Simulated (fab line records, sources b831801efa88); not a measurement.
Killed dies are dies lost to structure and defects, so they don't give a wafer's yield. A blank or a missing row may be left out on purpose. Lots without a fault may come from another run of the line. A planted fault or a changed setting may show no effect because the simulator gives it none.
One fault seen from 2 desks | flow sky130 | each desk has only its own numbers; what lay behind them comes last

THE TOOL OWNER'S DESK: litho_track-01
The tool's own readings at SKY_CONTACT_COAT_08 (resist thk 60 nm): means of the sampled wafers that have a number, for each lot that ran on this tool. A lot is out of limits, marked OUT, if its mean lies more than 4 standard deviations from the usual mean; the brackets give that distance.
Columns: A = dispense_pressure_kPa at SKY_CONTACT_COAT_08, usual 51 kPa
lot  | first seen here | A
L316 | day 33 09:24    | 43
L324 | day 35 18:34    | 43
L329 | day 36 22:35    | 43
L331 | day 37 11:40    | 43
This desk's finding: nothing out of limits on any of the 4 lots.

THE METROLOGY DESK
What the gauges read, lot by lot, whatever tool the lot ran on: means of the sampled wafers that have a number. A lot is out of limits, marked OUT, if its mean lies more than 4 standard deviations from the usual mean; the brackets give that distance.
Columns: A = METAL1_ALCU_THK at SKY_METAL1_THK_MEAS_06, usual 253 nm
lot  | first seen here | A
L310 | day 31 09:15    | 253
L311 | day 31 15:35    | 255
L315 | day 33 04:17    | 257
L316 | day 34 00:35    | 252
L318 | day 34 05:35    | 252
L319 | day 35 01:26    | 255
L324 | day 36 09:11    | 253
L325 | day 36 13:22    | 253
L327 | day 37 09:22    | 250
L329 | day 37 13:34    | 252
L331 | day 38 02:31    | 257
L333 | day 38 17:47    | 251
This desk's finding: nothing out of limits on any of the 12 lots.

PUT TOGETHER
The tool owner's desk saw nothing out of limits.
The metrology desk saw nothing out of limits.

WHAT THE SIMULATOR HAD PUT IN
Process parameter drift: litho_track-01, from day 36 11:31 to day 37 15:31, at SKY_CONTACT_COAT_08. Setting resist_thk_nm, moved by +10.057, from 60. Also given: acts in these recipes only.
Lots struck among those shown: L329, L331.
